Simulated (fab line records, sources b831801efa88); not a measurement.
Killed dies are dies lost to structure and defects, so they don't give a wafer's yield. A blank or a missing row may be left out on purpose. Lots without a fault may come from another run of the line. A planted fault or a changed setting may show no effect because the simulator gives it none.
Problem report in the 8D (eight disciplines) form, filled by code | flow gf180mcu | the parts of the form that need people (team, actions taken, sign-off) are left out

1. THE PROBLEM
HV_LDD_3_TW at GF_HV_LDD_TW_MEAS_38 reads a mean of 1771 on 9 wafers of 3 lots; wafers without a fault read 1444 with a standard deviation of 6.3. That is +52 standard deviations from the usual mean.
First seen on wafer L627.2, day 17 06:08, on film_metro-01. The record holds 42 wafers of 14 lots with a number at this step. Rule for "out", or "out of limits": more than 4 standard deviations from the usual mean. The other wafers with a number count as sound.

2. WHAT IT IS AND WHAT IT IS NOT
question                    | is                           | is not
which readings at this step | HV_LDD_3_TW                  | -
which lots                  | L627, L628, L629             | L610, L612, L613, L614, L616, L619, L620, L623, L624, L625, L626
which wafers of those lots  | all that have a number       | -
read on which gauges        | film_metro-01, film_metro-03 | film_metro-04
when                        | from day 17 06:08            | up to then (33 sound wafers)

3. SUSPECTS, AND WHAT RULES EACH OUT
Counting: a tool at a process step up to the reading stays a suspect if it ran every lot that is out and no sound lot after the first of them.
- the gauge at GF_HV_LDD_TW_MEAS_38: ruled out. The wafers that are out were read on 2 gauges (film_metro-01, film_metro-03).
- implanter-01 at GF_HV_LDD_IMPLANT_36: kept. It ran every lot that is out, first L627 (day 17 05:55), and no sound lot after that; its last sound lot up to then is L626 (day 16 17:34). Its own readings are out on those wafers: dose_ions_cm2, faraday_current_uA.
Left after counting: implanter-01 at GF_HV_LDD_IMPLANT_36.

4. THE CAUSE (what the simulator had put in)
Process parameter drift: implanter-01, from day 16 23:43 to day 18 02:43, at GF_HV_LDD_IMPLANT_36. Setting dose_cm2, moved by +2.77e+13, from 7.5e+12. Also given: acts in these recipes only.
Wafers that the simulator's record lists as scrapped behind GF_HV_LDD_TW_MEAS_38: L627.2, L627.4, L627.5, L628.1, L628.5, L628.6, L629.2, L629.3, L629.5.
Counting left only this tool.

5. THE CHAIN OF EFFECTS, in route order
Each row: a reading whose mean over the struck wafers that have a number lies more than 3 standard deviations from the usual. Only readings for which the record gives a usual standard deviation are gone through. hours: the time from each lot's start at the first step in this table that gives one to its start at this step, as a median over the lots. sigmas: the change in usual standard deviations.
hours | step                 | reading            | usual   | on struck wafers | change   | sigmas
0     | GF_HV_LDD_IMPLANT_36 | dose_ions_cm2      | 7.5e+12 | 3.5e+13          | +2.8e+13 | +99 or more
0     | GF_HV_LDD_IMPLANT_36 | faraday_current_uA | 42.4    | 197.2            | +154.8   | +99 or more
0     | GF_HV_LDD_TW_MEAS_38 | HV_LDD_3_TW        | 1444    | 1771             | +327     | +52
The process steps in it:
- GF_HV_LDD_IMPLANT_36

6. WHAT WOULD HAVE CAUGHT IT SOONER
In this record the first reading out of limits at a measuring or inspecting step was taken at day 17 06:08, 6 hours after the fault began at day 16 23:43.
The tool's own readings at GF_HV_LDD_IMPLANT_36 were out on every struck wafer that the step has a row for (dose_ions_cm2, faraday_current_uA): an alarm limit on them would have fired on the first of those.
Of the lots that are out (3), L628, L629 began GF_HV_LDD_IMPLANT_36 on implanter-01 after day 17 06:08. A hold on the tool at that time would have spared those 2.
